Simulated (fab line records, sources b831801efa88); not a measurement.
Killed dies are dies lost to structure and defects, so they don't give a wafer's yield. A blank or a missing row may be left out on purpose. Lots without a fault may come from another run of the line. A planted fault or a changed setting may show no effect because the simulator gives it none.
Chamber matching | flow gf180mcu | GF_V2_CMP_04 on cmp-02: 4 sister chambers
The step polishes SiO2. 14 wafers are shown with their chamber, then 7 later ones without.

WAFERS WITH THEIR CHAMBER
wafer  | chamber | motor_current_A (A) | slurry_flow_ml_min | time_to_endpoint_s (s)
L107.1 | 2       | 13.2                | 149.9              | 69
L107.2 | 3       | 9.8                 | 150.4              | 73
L107.4 | 0       | 13.2                | 150.9              | 78
L108.3 | 3       | 10.7                | 149.6              | 75
L108.5 | 3       | 9.9                 | 150.4              | 75
L108.6 | 0       | 13.5                | 149.9              | 73
L114.1 | 1       | 12.4                | 149.4              | 70
L114.5 | 1       | 11.5                | 150.0              | 86
L114.6 | 0       | 12.3                | 149.8              | 77
L119.1 | 2       | 13.7                | 149.8              | 76
L119.2 | 0       | 13.2                | 150.6              | 77
L119.5 | 3       | 10.2                | 150.2              | 79
L122.1 | 3       | 10.4                | 150.1              | 76
L122.4 | 1       | 11.8                | 150.4              | 77

SIGNATURES (means of the wafers above)
reading            | chamber 0 | chamber 1 | chamber 2 | chamber 3 | scatter within a chamber
motor_current_A    | 13.050    | 11.900    | 13.450    | 10.200    | 0.435
slurry_flow_ml_min | 150.300   | 149.933   | 149.850   | 150.140   | 0.425
time_to_endpoint_s | 76.25     | 77.67     | 72.50     | 75.60     | 4.33
Rule: a wafer's distance from a chamber is the root of the sum, over the readings, of the square of ((its reading less the chamber's mean) divided by the reading's scatter). The wafer belongs to the nearest chamber; if the next one is less than 2 further off, it can't be placed. The scatter: the root of (the sum of the squares of (reading less its chamber's mean) over the shown wafers, divided by (wafers less chambers)).

WAFERS WITHOUT THEIR CHAMBER
wafer  | motor_current_A (A) | slurry_flow_ml_min | time_to_endpoint_s (s)
L122.6 | 13.1                | 149.6              | 75
L125.1 | 13.2                | 150.0              | 73
L125.2 | 13.6                | 151.3              | 78
L125.5 | 12.7                | 149.9              | 86
L128.2 | 13.1                | 149.3              | 72
L128.4 | 13.3                | 150.3              | 84
L128.5 | 12.1                | 150.1              | 75

WHICH CHAMBER EACH WENT THROUGH
wafer  | from the rows above          | in truth
L122.6 | can't be placed: 2 or 0 or 1 | 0
L125.1 | can't be placed: 2 or 0      | 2
L125.2 | can't be placed: 0 or 2      | 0
L125.5 | can't be placed: 0 or 1 or 2 | 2
L128.2 | can't be placed: 2 or 0 or 1 | 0
L128.4 | can't be placed: 0 or 2 or 1 | 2
L128.5 | can't be placed: 1 or 0      | 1
Placed correctly: 0 of 7. Can't be placed from these rows: 7 (the true chamber is among the candidates in 7). Placed wrongly: 0.
